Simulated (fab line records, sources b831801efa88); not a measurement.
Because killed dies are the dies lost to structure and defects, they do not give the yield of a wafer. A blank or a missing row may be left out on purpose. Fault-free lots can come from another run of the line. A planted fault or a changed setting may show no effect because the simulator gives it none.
fab line records ; flow gf180mcu ; part 1 of 2: steps 1 to 33 of 42
record lots=5; wafers=15; last_day=33
route steps=602 shown M4@458 V4@476
lots untouched by any fault: they come from a run of this same line in which no faults occurred
start_h: start of the lot's first displayed wafer, in hours after the record's first day ; wait_h: how many hours have passed since the lot's step before this one ; " identical to the entry in the row above ; L1.1+2: a single row standing in for several wafers ; - no value, or no start was given ; * or withheld: withheld ; < > ~ a bound
route shown NAME@n: names a module that has steps shown in the file, with the first one's number in the route ; usual: mean/standard deviation of fault-free wafers ; same: alike in all rows ; chamber/n: place in a boat ; sites: each site's reading ; _std_site: the standard deviation of these ; _edge_site: outer sites' mean less inner sites' ; radius_mm: for every site, how far away it sits from the centre of the wafer ; mask NAME#n: copy n ; behind: tool/chamber where the wafer was last shaped ; hold: reason for holding the lot/hours on hold/outcome of the hold ; device: the transistor (n, p or np) that didn't switch ; end of line: at the end of the route, the tests of the same wafers ; where a step has no rows: the recipe by itself ; killed: the dies lost at the first sort to structure and to defects; this is not the yield of the wafer ; map: a wafer's dies, marking killed ones x, the rest . and places with no die _
set.NAME: the setting as run; set.NAME@STEP: as run at that earlier step ; model.NAME: the simulator's own value behind a step, which no gauge read
a table for each step, a row for each wafer; lots at some steps of the route
services: a tool's chamber out of use, with start hour (start_h, from the record's first day; less than 0 if before it), hours out, and reason
## steps
# step GF_M4_SPUTTER_02
# recipe material=AlCu; target_thk_nm=450; power_w=10600; time_s=23.9; chamber_pressure_pa=0.4
# usual throttle_valve_pct=29.8/1.3
lot.wafer;tool;chamber;start_h;wait_h;throttle_valve_pct
L079.1;pvd_sputter-04;-;571.07;0.0;29.9
L079.4;pvd_sputter-04;-;571.07;0.0;30.9
L079.5;pvd_sputter-04;-;571.07;0.0;31.1
L082.2;pvd_sputter-04;-;584.58;0.0;30.7
L082.4;pvd_sputter-04;-;584.58;0.0;31.0
L082.5;pvd_sputter-04;-;584.58;0.0;30.0
L087.1;pvd_sputter-01;-;622.09;0.0;30.8
L087.4;pvd_sputter-01;-;622.09;0.0;29.3
L087.6;pvd_sputter-01;-;622.09;0.0;30.6
L093.3;pvd_sputter-01;-;659.46;0.0;30.7
L093.4;pvd_sputter-01;-;659.46;0.0;29.4
L093.6;pvd_sputter-01;-;659.46;0.0;26.9
L095.1;pvd_sputter-02;-;672.23;0.0;31.4
L095.5;pvd_sputter-02;-;672.23;0.0;29.0
L095.6;pvd_sputter-02;-;672.23;0.0;30.1
# step GF_M4_SPUTTER_03
# recipe material=Ti; target_thk_nm=10; substrate_temp_c=300; chamber_pressure_pa=0.3; power_w=3000; time_s=6.7
# usual throttle_valve_pct=29.8/1.3
lot.wafer;tool;chamber;start_h;wait_h;throttle_valve_pct
L079.1;pvd_sputter-04;-;571.10;0.0;30.0
L079.4;pvd_sputter-04;-;571.10;0.0;30.7
L079.5;pvd_sputter-04;-;571.10;0.0;31.5
L082.2;pvd_sputter-04;-;584.61;0.0;31.0
L082.4;pvd_sputter-04;-;584.61;0.0;30.9
L082.5;pvd_sputter-04;-;584.61;0.0;30.0
L087.1;pvd_sputter-01;-;622.12;0.0;31.0
L087.4;pvd_sputter-01;-;622.12;0.0;29.4
L087.6;pvd_sputter-01;-;622.12;0.0;30.7
L093.3;pvd_sputter-01;-;659.49;0.0;30.9
L093.4;pvd_sputter-01;-;659.49;0.0;29.3
L093.6;pvd_sputter-01;-;659.49;0.0;26.9
L095.1;pvd_sputter-02;-;672.26;0.0;31.3
L095.5;pvd_sputter-02;-;672.26;0.0;29.2
L095.6;pvd_sputter-02;-;672.26;0.0;30.2
# step GF_M4_SPUTTER_04
# recipe material=TiN; target_thk_nm=50; power_w=6500; time_s=41.7; chamber_pressure_pa=0.4
# usual throttle_valve_pct=29.8/1.3
lot.wafer;tool;chamber;start_h;wait_h;throttle_valve_pct
L079.1;pvd_sputter-04;-;571.12;0.0;30.3
L079.4;pvd_sputter-04;-;571.12;0.0;30.8
L079.5;pvd_sputter-04;-;571.12;0.0;31.1
L082.2;pvd_sputter-04;-;584.64;0.0;30.8
L082.4;pvd_sputter-04;-;584.64;0.0;30.9
L082.5;pvd_sputter-04;-;584.64;0.0;30.0
L087.1;pvd_sputter-01;-;622.14;0.0;31.1
L087.4;pvd_sputter-01;-;622.14;0.0;29.5
L087.6;pvd_sputter-01;-;622.14;0.0;30.8
L093.3;pvd_sputter-01;-;659.52;0.0;31.0
L093.4;pvd_sputter-01;-;659.52;0.0;29.1
L093.6;pvd_sputter-01;-;659.52;0.0;26.9
L095.1;pvd_sputter-02;-;672.28;0.0;31.3
L095.5;pvd_sputter-02;-;672.28;0.0;29.2
L095.6;pvd_sputter-02;-;672.28;0.0;29.9
# step GF_M4_RS_MEAS_05
# recipe thk_meas_gauge=four-point-probe; reads=TiN_of_M4_SPUTTER_04+Ti_of_M4_SPUTTER_03+AlCu_of_M4_SPUTTER_02+TiN_of_M4_SPUTTER_01+Ti_of_M4_SPUTTER_00
# usual M4_ALCU_RS=0.0694/0.00065
lot.wafer;tool;chamber;start_h;wait_h;M4_ALCU_RS[ohm/sq]
L079.1;film_metro-02;-;571.16;0.0;0.0684
L079.4;film_metro-02;-;571.16;0.0;0.0686
L079.5;film_metro-02;-;571.16;0.0;0.0692
L082.2;film_metro-04;-;584.69;0.0;0.0698
L082.4;film_metro-04;-;584.69;0.0;0.0703
L082.5;film_metro-04;-;584.69;0.0;0.0703
L087.1;film_metro-03;-;622.18;0.0;0.0695
L087.4;film_metro-03;-;622.18;0.0;0.0703
L087.6;film_metro-03;-;622.18;0.0;0.0690
L093.3;film_metro-03;-;659.60;0.1;0.0691
L093.4;film_metro-03;-;659.60;0.1;0.0694
L093.6;film_metro-03;-;659.60;0.1;0.0681
L095.1;film_metro-04;-;672.32;0.0;0.0699
L095.5;film_metro-04;-;672.32;0.0;0.0696
L095.6;film_metro-04;-;672.32;0.0;0.0704
# step GF_M4_THK_MEAS_06
# recipe thk_meas_gauge=xrf; reads=AlCu_of_M4_SPUTTER_02
# usual M4_ALCU_THK=453/4.6
lot.wafer;tool;chamber;start_h;wait_h;M4_ALCU_THK[nm]
L079.1;film_metro-02;-;571.28;0.1;459
L079.4;film_metro-02;-;571.28;0.1;457
L079.5;film_metro-02;-;571.28;0.1;450
L082.2;film_metro-04;-;584.80;0.1;449
L082.4;film_metro-04;-;584.80;0.1;447
L082.5;film_metro-04;-;584.80;0.1;448
L087.1;film_metro-03;-;622.30;0.1;455
L087.4;film_metro-03;-;622.30;0.1;451
L087.6;film_metro-03;-;622.30;0.1;459
L093.3;film_metro-03;-;659.70;0.1;456
L093.4;film_metro-03;-;659.70;0.1;455
L093.6;film_metro-03;-;659.70;0.1;460
L095.1;film_metro-04;-;672.44;0.1;452
L095.5;film_metro-04;-;672.44;0.1;451
L095.6;film_metro-04;-;672.44;0.1;451
# step GF_M4_DEHYDRATE_07
# recipe temp_c=200; time_s=60
lot.wafer;tool;chamber;start_h;wait_h
L079.1+4+5;litho_track-02;0;581.63;10.3
L082.2+4+5;litho_track-02;0;594.91;10.1
L087.1+4+6;litho_track-04;0;631.74;9.4
L093.3+4+6;litho_track-01;0;668.73;9.0
L095.1+5+6;litho_track-04;0;680.64;8.2
# step GF_M4_HMDS_08
# recipe prime_time_s=60; prime_temp_c=120
lot.wafer;tool;chamber;start_h;wait_h
L079.1+4+5;litho_track-02;0;581.78;0.1
L082.2+4+5;litho_track-02;0;595.06;0.1
L087.1+4+6;litho_track-04;0;631.89;0.1
L093.3+4+6;litho_track-01;0;668.88;0.1
L095.1+5+6;litho_track-04;0;680.79;0.1
# step GF_M4_COAT_09
# recipe resist=KrF; spin_rpm=withheld; resist_thk_nm=1000
lot.wafer;tool;chamber;start_h;wait_h
L079.1+4+5;litho_track-02;0;581.93;0.1
L082.2+4+5;litho_track-02;0;595.21;0.1
L087.1+4+6;litho_track-04;0;632.04;0.1
L093.3+4+6;litho_track-01;0;669.03;0.1
L095.1+5+6;litho_track-04;0;680.94;0.1
# step GF_M4_SOFTBAKE_10
# recipe temp_c=130; time_s=60; resist=KrF
lot.wafer;tool;chamber;start_h;wait_h
L079.1+4+5;litho_track-02;0;582.08;0.1
L082.2+4+5;litho_track-02;0;595.36;0.1
L087.1+4+6;litho_track-04;0;632.19;0.1
L093.3+4+6;litho_track-01;0;669.18;0.1
L095.1+5+6;litho_track-04;0;681.09;0.1
# step GF_M4_EXPOSE_11
# recipe mask_id=Metal4; target_cd_nm=280; na=0.68; source_shape=conventional; sigma_outer=0.6; dose_mj=28
# usual reticle_temp_C=23.00/0.12
lot.wafer;tool;chamber;start_h;wait_h;mask;reticle_temp_C
L079.1;krf_scanner-02;0;-;-;Metal4#0;22.91
L079.4;krf_scanner-02;0;-;-;Metal4#0;22.96
L079.5;krf_scanner-02;0;-;-;Metal4#0;23.02
L082.2;krf_scanner-01;0;-;-;Metal4#0;22.88
L082.4;krf_scanner-01;0;-;-;Metal4#0;22.88
L082.5;krf_scanner-01;0;-;-;Metal4#0;23.09
L087.1;krf_scanner-01;0;-;-;Metal4#0;23.11
L087.4;krf_scanner-01;0;-;-;Metal4#0;23.08
L087.6;krf_scanner-01;0;-;-;Metal4#0;23.15
L093.3;krf_scanner-01;0;-;-;Metal4#0;23.00
L093.4;krf_scanner-01;0;-;-;Metal4#0;23.05
L093.6;krf_scanner-01;0;-;-;Metal4#0;23.06
L095.1;krf_scanner-01;0;-;-;Metal4#0;22.84
L095.5;krf_scanner-01;0;-;-;Metal4#0;22.89
L095.6;krf_scanner-01;0;-;-;Metal4#0;22.79
# step GF_M4_PEB_12
# recipe peb_temp_c=135; peb_time_s=90; resist=KrF
lot.wafer;tool;chamber;start_h;wait_h
L079.1+4+5;litho_track-02;0;-;-
L082.2+4+5;litho_track-02;0;-;-
L087.1+4+6;litho_track-02;0;-;-
L093.3+4+6;litho_track-02;0;-;-
L095.1+5+6;litho_track-04;0;-;-
# step GF_M4_DEVELOP_13
# recipe develop_time_s=60; dev_temp_c=21
lot.wafer;tool;chamber;start_h;wait_h
L079.1+4+5;litho_track-02;0;592.48;0.2
L082.2+4+5;litho_track-02;0;605.86;0.2
L087.1+4+6;litho_track-02;0;642.43;0.2
L093.3+4+6;litho_track-02;0;678.73;0.1
L095.1+5+6;litho_track-04;0;690.79;0.2
# step GF_M4_CD_MEAS_14
# recipe target_cd_nm=280
# usual cd_nm=280.4/1
lot.wafer;tool;chamber;start_h;wait_h;cd_nm
L079.1;cd_sem-01;-;592.63;0.1;280.2
L079.4;cd_sem-01;-;592.63;0.1;280.4
L079.5;cd_sem-01;-;592.63;0.1;280.5
L082.2;cd_sem-02;-;606.00;0.1;280.0
L082.4;cd_sem-02;-;606.00;0.1;280.2
L082.5;cd_sem-02;-;606.00;0.1;281.0
L087.1;cd_sem-01;-;642.58;0.1;280.7
L087.4;cd_sem-01;-;642.58;0.1;279.8
L087.6;cd_sem-01;-;642.58;0.1;279.9
L093.3;cd_sem-01;-;678.87;0.1;279.7
L093.4;cd_sem-01;-;678.87;0.1;279.7
L093.6;cd_sem-01;-;678.87;0.1;280.1
L095.1;cd_sem-02;-;690.94;0.1;282.5
L095.5;cd_sem-02;-;690.94;0.1;281.3
L095.6;cd_sem-02;-;690.94;0.1;282.8
# step GF_M4_OVL_MEAS_15
# usual M4_OVL=1/6.1
lot.wafer;tool;chamber;start_h;wait_h;M4_OVL[nm]
L079.1;overlay-01;-;592.75;0.1;-7
L079.4;overlay-01;-;592.75;0.1;-8
L079.5;overlay-01;-;592.75;0.1;1
L082.2;overlay-02;-;606.11;0.1;11
L082.4;overlay-02;-;606.11;0.1;11
L082.5;overlay-02;-;606.11;0.1;-4
L087.1;overlay-02;-;642.70;0.1;-1
L087.4;overlay-02;-;642.70;0.1;-5
L087.6;overlay-02;-;642.70;0.1;-3
L093.3;overlay-01;-;678.97;0.1;8
L093.4;overlay-01;-;678.97;0.1;2
L093.6;overlay-01;-;678.97;0.1;-1
L095.1;overlay-02;-;691.06;0.1;3
L095.5;overlay-02;-;691.06;0.1;7
L095.6;overlay-02;-;691.06;0.1;1
# step GF_M4_METAL_ETCH_16
# recipe chemistry=Cl2/BCl3; mask_material=KrF; target_depth_nm=627.5; stop_on=SiO2; pressure_mtorr=8; icp_w=800; bias_w=140; Cl2_flow_sccm=80; bcl3_flow_sccm=40; time_s=104.6
# usual drypump_motor_current_A=5.8/0.38; oes_product_au=0.972/0.0052; throttle_valve_pct=28.251/0.0095
lot.wafer;tool;chamber;start_h;wait_h;drypump_motor_current_A;oes_product_au;rf_hours_counter_h;throttle_valve_pct
L079.1;rie_metal-03;0;592.79;0.0;5.6;0.979;8;28.249
L079.4;rie_metal-03;0;592.79;0.0;5.6;0.976;-;28.255
L079.5;rie_metal-03;0;592.79;0.0;5.6;0.976;-;28.244
L082.2;rie_metal-02;1;606.14;0.0;6.1;0.963;2;28.251
L082.4;rie_metal-02;1;606.14;0.0;6.1;0.973;-;28.267
L082.5;rie_metal-02;1;606.14;0.0;6.1;0.973;-;28.258
L087.1;rie_metal-02;1;642.74;0.0;6.0;0.963;3;28.255
L087.4;rie_metal-02;0;642.74;0.0;5.9;0.972;-;28.268
L087.6;rie_metal-02;1;642.74;0.0;6.1;0.966;-;28.248
L093.3;rie_metal-04;1;679.03;0.1;5.4;0.982;-;28.239
L093.4;rie_metal-04;0;679.03;0.1;6.3;0.962;-;28.251
L093.6;rie_metal-04;0;679.03;0.1;6.2;0.979;-;28.236
L095.1;rie_metal-04;0;691.10;0.0;6.3;0.974;11;28.249
L095.5;rie_metal-04;0;691.10;0.0;6.3;0.972;-;28.263
L095.6;rie_metal-04;1;691.10;0.0;5.5;0.974;-;28.258
# step GF_M4_STRIP_17
# recipe chemistry=O2/N2; power_w=1400; pressure_mtorr=1500; platen_temp_c=250; o2_flow_sccm=3000; n2_flow_sccm=300; overash_fraction=0.5
# usual drypump_motor_current_A=6.0/0.41; heater_power_w=322/41; oes_product_au=0.558/0.0047; strip_time_to_endpoint_s=7.90/0.036
lot.wafer;tool;chamber;start_h;wait_h;drypump_motor_current_A;heater_power_w;oes_product_au;rf_hours_counter_h;strip_time_to_endpoint_s
L079.1;plasma_asher-03;1;592.90;0.1;6.1;292;0.565;91;7.88
L079.4;plasma_asher-03;1;592.90;0.1;6.2;294;0.549;-;7.93
L079.5;plasma_asher-03;0;592.90;0.1;6.5;298;0.560;-;7.91
L082.2;plasma_asher-03;0;606.25;0.1;6.5;303;0.556;92;7.91
L082.4;plasma_asher-03;1;606.25;0.1;6.2;297;0.562;-;7.89
L082.5;plasma_asher-03;0;606.25;0.1;6.5;299;0.561;-;7.91
L087.1;plasma_asher-04;1;642.85;0.1;6.3;311;0.563;87;7.88
L087.4;plasma_asher-04;1;642.85;0.1;6.3;308;0.565;-;7.90
L087.6;plasma_asher-04;0;642.85;0.1;5.4;398;0.554;-;7.88
L093.3;plasma_asher-04;0;679.14;0.1;5.5;397;0.554;-;7.86
L093.4;plasma_asher-04;1;679.14;0.1;6.2;303;0.543;-;7.81
L093.6;plasma_asher-04;1;679.14;0.1;6.2;310;0.563;-;7.90
L095.1;plasma_asher-04;0;691.21;0.1;5.5;396;0.559;94;7.87
L095.5;plasma_asher-04;0;691.21;0.1;5.4;406;0.563;-;7.89
L095.6;plasma_asher-04;1;691.21;0.1;6.2;309;0.556;-;7.83
# step GF_M4_STRIP_18
# recipe chemistry=post_etch_residue_remover; time_s=1200; temp_c=72.5
lot.wafer;tool;chamber;start_h;wait_h
L079.1+4+5;wet_bench-01;0;593.00;0.1
L082.2+4+5;wet_bench-04;0;606.35;0.1
L087.1+4+6;wet_bench-01;2;642.95;0.1
L093.3+4+6;wet_bench-01;0;679.21;0.0
L095.1+5+6;wet_bench-01;1;691.31;0.1
# step GF_M4_CLEAN_19
# recipe chemistry=DIW; dry=n2_spin
lot.wafer;tool;chamber;start_h;wait_h
L079.1+4+5;wet_bench-03;0;593.34;0.0
L082.2+4+5;wet_bench-01;0;606.73;0.0
L087.1+4+6;wet_bench-03;2;643.29;0.0
L093.3+4+6;wet_bench-03;3;679.55;0.0
L095.1+5+6;wet_bench-04;2;691.65;0.0
# step GF_V4_CVD_00
# recipe material=SiO2; target_thk_nm=600; sigma_open_frac=0.3; temp_c=400; time_s=100; sih4_flow_sccm=60; pressure_mtorr=6
lot.wafer;tool;chamber;start_h;wait_h
L079.1+4+5;hdpcvd-02;1;593.44;0.0
L082.2+4+5;hdpcvd-02;2,2,1;606.82;0.0
L087.1+4+6;hdpcvd-01;1,2,0;643.39;0.0
L093.3+4+6;hdpcvd-02;0,2,1;679.64;0.0
L095.1+5+6;hdpcvd-01;0,2,0;691.76;0.0
# step GF_V4_THK_MEAS_01
# recipe reads=SiO2_of_V4_CVD_00
# usual V4_CVD_00_THK=600/5.9
lot.wafer;tool;chamber;start_h;wait_h;V4_CVD_00_THK[nm]
L079.1;film_metro-01;-;593.54;0.1;592
L079.4;film_metro-01;-;593.54;0.1;595
L079.5;film_metro-01;-;593.54;0.1;599
L082.2;film_metro-01;-;606.90;0.0;604
L082.4;film_metro-01;-;606.90;0.0;609
L082.5;film_metro-01;-;606.90;0.0;607
L087.1;film_metro-02;-;643.46;0.0;602
L087.4;film_metro-02;-;643.46;0.0;606
L087.6;film_metro-02;-;643.46;0.0;601
L093.3;film_metro-02;-;679.74;0.1;599
L093.4;film_metro-02;-;679.74;0.1;606
L093.6;film_metro-02;-;679.74;0.1;595
L095.1;film_metro-01;-;691.87;0.1;604
L095.5;film_metro-01;-;691.87;0.1;598
L095.6;film_metro-01;-;691.87;0.1;600
# step GF_V4_CVD_02
# recipe material=SiO2; target_thk_nm=850; precursor=TEOS; temp_c=400; time_s=94.851; rf_w=600
# usual heater_power_w=649/77
lot.wafer;tool;chamber;start_h;wait_h;heater_power_w
L079.1;pecvd-03;0;593.60;0.1;533
L079.4;pecvd-03;0;593.60;0.1;587
L079.5;pecvd-03;1;593.60;0.1;645
L082.2;pecvd-01;1;606.95;0.0;708
L082.4;pecvd-01;0;606.95;0.0;705
L082.5;pecvd-01;1;606.95;0.0;763
L087.1;pecvd-03;0;643.52;0.1;565
L087.4;pecvd-03;2;643.52;0.1;544
L087.6;pecvd-03;1;643.52;0.1;538
L093.3;pecvd-02;1;679.78;0.0;639
L093.4;pecvd-02;0;679.78;0.0;559
L093.6;pecvd-02;2;679.78;0.0;715
L095.1;pecvd-03;0;691.93;0.1;593
L095.5;pecvd-03;0;691.93;0.1;620
L095.6;pecvd-03;1;691.93;0.1;680
# step GF_V4_THK_MEAS_03
# recipe reads=SiO2_of_V4_CVD_02
# usual V4_CVD_02_THK=851/11
lot.wafer;tool;chamber;start_h;wait_h;V4_CVD_02_THK[nm]
L079.1;film_metro-03;-;593.67;0.0;849
L079.4;film_metro-03;-;593.67;0.0;857
L079.5;film_metro-03;-;593.67;0.0;845
L082.2;film_metro-03;-;607.03;0.0;846
L082.4;film_metro-03;-;607.03;0.0;862
L082.5;film_metro-03;-;607.03;0.0;856
L087.1;film_metro-01;-;643.59;0.0;833
L087.4;film_metro-01;-;643.59;0.0;852
L087.6;film_metro-01;-;643.59;0.0;842
L093.3;film_metro-03;-;679.87;0.1;852
L093.4;film_metro-03;-;679.87;0.1;872
L093.6;film_metro-03;-;679.87;0.1;860
L095.1;film_metro-02;-;692.00;0.0;844
L095.5;film_metro-02;-;692.00;0.0;854
L095.6;film_metro-02;-;692.00;0.0;850
# step GF_V4_CMP_04
# recipe material=SiO2; down_force_psi=4; platen_rpm=60; pad_velocity_m_s=0.94248
# usual motor_current_A=11.3/0.71; platen_rpm=60.01/0.038; slurry_flow_ml_min=149.9/0.45; time_to_endpoint_s=79/6.2
lot.wafer;tool;chamber;start_h;wait_h;motor_current_A;platen_rpm;slurry_flow_ml_min;time_to_endpoint_s
L079.1;cmp-02;1;593.78;0.1;11.4;60.00;149.8;81
L079.4;cmp-02;2;593.78;0.1;10.8;60.03;150.3;82
L079.5;cmp-02;0;593.78;0.1;12.0;59.96;149.3;77
L082.4;cmp-02;3;607.08;0.0;12.0;60.03;150.3;88
L082.2;cmp-02;0;607.08;0.0;11.3;60.00;149.6;79
L082.5;cmp-02;3;607.08;0.0;12.0;59.95;150.4;85
L087.4;cmp-02;0;643.65;0.0;12.5;60.03;150.5;83
L087.1;cmp-02;3;643.65;0.0;11.9;60.00;150.0;79
L087.6;cmp-02;1;643.65;0.0;12.3;60.01;150.0;78
L093.3;cmp-01;2;680.98;1.1;10.6;60.00;149.7;73
L093.4;cmp-01;3;680.98;1.1;11.7;60.03;149.3;87
L093.6;cmp-01;2;680.98;1.1;11.2;59.99;149.7;77
L095.1;cmp-02;0;692.06;0.1;11.6;60.03;150.3;70
L095.6;cmp-02;0;692.06;0.1;11.9;60.01;151.0;73
L095.5;cmp-02;1;692.06;0.1;11.8;59.97;150.4;73
# step GF_V4_BOW_MEAS_05
# recipe mode=bow
# usual V4_BOW=135/9
lot.wafer;tool;chamber;start_h;wait_h;V4_BOW[um]
L079.1;film_metro-02;-;594.03;0.2;132
L079.4;film_metro-02;-;594.03;0.2;157
L079.5;film_metro-02;-;594.03;0.2;156
L082.2;film_metro-01;-;607.40;0.2;139
L082.4;film_metro-01;-;607.40;0.2;132
L082.5;film_metro-01;-;607.40;0.2;125
L087.1;film_metro-02;-;643.95;0.1;152
L087.4;film_metro-02;-;643.95;0.1;140
L087.6;film_metro-02;-;643.95;0.1;143
L093.3;film_metro-01;-;681.32;0.3;131
L093.4;film_metro-01;-;681.32;0.3;138
L093.6;film_metro-01;-;681.32;0.3;148
L095.1;film_metro-03;-;692.36;0.2;143
L095.5;film_metro-03;-;692.36;0.2;129
L095.6;film_metro-03;-;692.36;0.2;131
# step GF_V4_DEHYDRATE_06
# recipe temp_c=200; time_s=60
lot.wafer;tool;chamber;start_h;wait_h
L079.1+4+5;litho_track-02;0;603.93;9.9
L082.2+4+5;litho_track-03;0;616.66;9.2
L087.1+4+6;litho_track-01;0;653.93;10.0
L093.3+4+6;litho_track-03;0;690.69;9.3
L095.1+5+6;litho_track-01;0;701.63;9.3
# step GF_V4_HMDS_07
# recipe prime_time_s=60; prime_temp_c=120
lot.wafer;tool;chamber;start_h;wait_h
L079.1+4+5;litho_track-02;0;604.08;0.1
L082.2+4+5;litho_track-03;0;616.81;0.1
L087.1+4+6;litho_track-01;0;654.08;0.1
L093.3+4+6;litho_track-03;0;690.84;0.1
L095.1+5+6;litho_track-01;0;701.78;0.1
# step GF_V4_COAT_08
# recipe resist=BARC; temp_c=withheld; time_s=withheld; spin_rpm=withheld; resist_thk_nm=withheld
lot.wafer;tool;chamber;start_h;wait_h
L079.1+4+5;litho_track-02;0;604.23;0.1
L082.2+4+5;litho_track-03;0;616.96;0.1
L087.1+4+6;litho_track-01;0;654.23;0.1
L093.3+4+6;litho_track-03;0;690.99;0.1
L095.1+5+6;litho_track-01;0;701.93;0.1
# step GF_V4_COAT_09
# recipe resist=KrF; spin_rpm=withheld; resist_thk_nm=1000
lot.wafer;tool;chamber;start_h;wait_h
L079.1+4+5;litho_track-02;0;-;-
L082.2+4+5;litho_track-03;0;-;-
L087.1+4+6;litho_track-01;0;-;-
L093.3+4+6;litho_track-03;0;-;-
L095.1+5+6;litho_track-01;0;-;-
# step GF_V4_SOFTBAKE_10
# recipe temp_c=130; time_s=60; resist=KrF
lot.wafer;tool;chamber;start_h;wait_h
L079.1+4+5;litho_track-02;0;-;-
L082.2+4+5;litho_track-03;0;-;-
L087.1+4+6;litho_track-01;0;-;-
L093.3+4+6;litho_track-03;0;-;-
L095.1+5+6;litho_track-01;0;-;-
# step GF_V4_EXPOSE_11
# recipe mask_id=Via4; target_cd_nm=260; na=0.68; source_shape=conventional; sigma_outer=0.6; dose_mj=38
# usual reticle_temp_C=22.98/0.11
lot.wafer;tool;chamber;start_h;wait_h;mask;reticle_temp_C
L079.1;krf_scanner-02;0;-;-;Via4#0;22.71
L079.4;krf_scanner-02;0;-;-;Via4#0;22.87
L079.5;krf_scanner-02;0;-;-;Via4#0;22.75
L082.2;krf_scanner-01;0;-;-;Via4#0;23.02
L082.4;krf_scanner-01;0;-;-;Via4#0;23.16
L082.5;krf_scanner-01;0;-;-;Via4#0;22.96
L087.1;krf_scanner-02;0;-;-;Via4#0;22.94
L087.4;krf_scanner-02;0;-;-;Via4#0;23.07
L087.6;krf_scanner-02;0;-;-;Via4#0;23.06
L093.3;krf_scanner-01;0;-;-;Via4#0;22.93
L093.4;krf_scanner-01;0;-;-;Via4#0;22.87
L093.6;krf_scanner-01;0;-;-;Via4#0;22.69
L095.1;krf_scanner-01;0;-;-;Via4#0;23.16
L095.5;krf_scanner-01;0;-;-;Via4#0;23.12
L095.6;krf_scanner-01;0;-;-;Via4#0;23.02
# step GF_V4_PEB_12
# recipe peb_temp_c=135; peb_time_s=90; resist=KrF
lot.wafer;tool;chamber;start_h;wait_h
L079.1+4+5;litho_track-01;0;-;-
L082.2+4+5;litho_track-02;0;-;-
L087.1+4+6;litho_track-01;0;-;-
L093.3+4+6;litho_track-03;0;-;-
L095.1+5+6;litho_track-01;0;-;-
# step GF_V4_DEVELOP_13
# recipe develop_time_s=60; resist=KrF; dev_temp_c=21
lot.wafer;tool;chamber;start_h;wait_h
L079.1+4+5;litho_track-01;0;615.13;0.2
L082.2+4+5;litho_track-02;0;627.41;0.2
L087.1+4+6;litho_track-01;0;663.98;0.2
L093.3+4+6;litho_track-03;0;700.64;0.1
L095.1+5+6;litho_track-01;0;711.38;0.2
# step GF_V4_CD_MEAS_14
# recipe target_cd_nm=260
# usual cd_nm=260.4/1.1
lot.wafer;tool;chamber;start_h;wait_h;cd_nm
L079.1;cd_sem-01;-;615.28;0.1;259.4
L079.4;cd_sem-01;-;615.28;0.1;257.8
L079.5;cd_sem-01;-;615.28;0.1;258.9
L082.2;cd_sem-02;-;627.55;0.1;260.5
L082.4;cd_sem-02;-;627.55;0.1;261.6
L082.5;cd_sem-02;-;627.55;0.1;260.3
L087.1;cd_sem-02;-;664.13;0.1;258.9
L087.4;cd_sem-02;-;664.13;0.1;259.6
L087.6;cd_sem-02;-;664.13;0.1;259.2
L093.3;cd_sem-02;-;700.78;0.1;259.9
L093.4;cd_sem-02;-;700.78;0.1;259.2
L093.6;cd_sem-02;-;700.78;0.1;258.5
L095.1;cd_sem-02;-;711.53;0.1;261.1
L095.5;cd_sem-02;-;711.53;0.1;260.4
L095.6;cd_sem-02;-;711.53;0.1;260.0
